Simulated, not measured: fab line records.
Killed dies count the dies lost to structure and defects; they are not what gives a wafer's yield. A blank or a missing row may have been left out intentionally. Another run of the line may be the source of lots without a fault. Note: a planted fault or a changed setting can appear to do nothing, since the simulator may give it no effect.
Which of the tools did it? -- flow gf180mcu -- 14 lots with 42 wafers sampled at 2 steps, on a route of 602 steps

== WHAT THE GAUGES SHOWED, per wafer ==
GF_STI_THK_MEAS_30. Usual: for STI_OXIDATION_02_THK the level is 10.02 nm and the standard deviation is 0.2.
lot,measured,on,STI_OXIDATION_02_THK (nm),flag
L342,day 2 10:46,filmMetro-04,10.00 9.87 9.92,
L344,day 2 18:02,filmMetro-03,9.97 10.01 10.00,
L345,day 2 21:47,filmMetro-02,9.87 9.93 9.83,
L348,day 3 20:33,filmMetro-04,10.01 10.11 9.93,
L349,day 4 00:52,filmMetro-04,10.03 9.99 9.89,
L355,day 5 03:23,filmMetro-04,10.25 10.25 10.31,
L357,day 5 18:37,filmMetro-02,10.22 10.25 10.13,
L358,day 6 02:49,filmMetro-04,9.96 10.12 9.99,
L359,day 6 02:51,filmMetro-03,10.24 9.98 10.11,
L360,day 6 05:52,filmMetro-04,10.01 10.08 10.21,
L361,day 6 10:58,filmMetro-02,9.75 9.98 9.67,
L363,day 6 22:58,filmMetro-03,9.89 9.97 9.98,
L364,day 7 02:19,filmMetro-03,10.17 9.90 10.02,
L365,day 7 06:02,filmMetro-03,9.89 10.01 9.92,

== EACH LOT AND THE TOOL THAT RAN IT (in order: tool; ch and the chambers of the sampled wafers; start) ==
lot,GF_STI_ETCH_14
L342,"rieSi-02 ch 0,2,3, day 2 02:35"
L344,"rieSi-01 ch 0,1,2, day 2 11:46"
L345,"rieSi-01 ch 0,1,2, day 2 17:37"
L348,"rieSi-02 ch 0,3, day 3 09:40"
L349,"rieSi-01 ch 0,1,2, day 3 12:23"
L355,"rieSi-02 ch 2,3, day 4 21:10"
L357,"rieSi-01 ch 1,3, day 5 07:16"
L358,"rieSi-01 ch 1,2, day 5 14:59"
L359,"rieSi-02 ch 0,1,2, day 5 18:52"
L360,"rieSi-01 ch 1,2, day 5 20:56"
L361,"rieSi-01 ch 0,2, day 6 06:38"
L363,"rieSi-02 ch 0,3, day 6 18:11"
L364,"rieSi-02 ch 0,1,2, day 6 21:47"
L365,"rieSi-01 ch 0,2,3, day 7 01:31"
- GF_STI_ETCH_14: etches Si in HBr/Cl2/O2, target depth 360 nm, time 102.9 s.

== AS READ BY THE TOOLS THEMSELVES (means over the sampled wafers that have a number; for cases with no such wafer, the mark the record gives instead) ==
GF_STI_ETCH_14. Usual: drypumpMotorCurrentA 6.1 A, standard deviation 0.41; mfcCl2Sccm 40.00 sccm, standard deviation 0.13; oesProductAu 0.995 a.u., standard deviation 0.012; throttleValvePct 25.659 %, standard deviation 0.012.
lot,tool,drypumpMotorCurrentA (A),mfcCl2Sccm (sccm),oesProductAu (a.u.),throttleValvePct (%),flag
L342,rieSi-02,6.1,40.03,1.010,25.656,
L344,rieSi-01,6.1,39.87,0.983,25.659,
L345,rieSi-01,6.0,40.07,0.997,25.658,
L348,rieSi-02,6.2,39.97,0.996,25.649,
L349,rieSi-01,6.0,40.08,0.990,25.661,
L355,rieSi-02,5.9,39.88,0.998,25.653,
L357,rieSi-01,6.3,40.14,1.000,25.657,
L358,rieSi-01,6.3,40.00,0.998,25.660,
L359,rieSi-02,5.8,39.91,0.991,25.659,
L360,rieSi-01,6.4,40.03,0.988,25.672,
L361,rieSi-01,6.1,40.04,0.985,25.662,
L363,rieSi-02,6.4,40.01,1.015,25.654,
L364,rieSi-02,5.8,40.09,0.995,25.654,
L365,rieSi-01,6.1,39.92,0.994,25.672,

== THE ANSWER, worked out from the rows above alone ==
Rule: take the mean of a lot's wafers that have a number; if it is more than 3 standard deviations from the usual mean, the lot is off. A lot without any number at a reading at which 4 lots or more have one is off too. All remaining lots with rows at the step are treated as sound. The gauges are gone through in route order, then the tools' own readings, and for those a lot's mean is taken as printed above. The first step at which some lot is off is used, and at that step the reading that is off furthest; a lot without a number counts as furthest.
None of the lots is off at any reading shown; this tells nothing.

== WHAT THE SIMULATOR HAD INSERTED ==
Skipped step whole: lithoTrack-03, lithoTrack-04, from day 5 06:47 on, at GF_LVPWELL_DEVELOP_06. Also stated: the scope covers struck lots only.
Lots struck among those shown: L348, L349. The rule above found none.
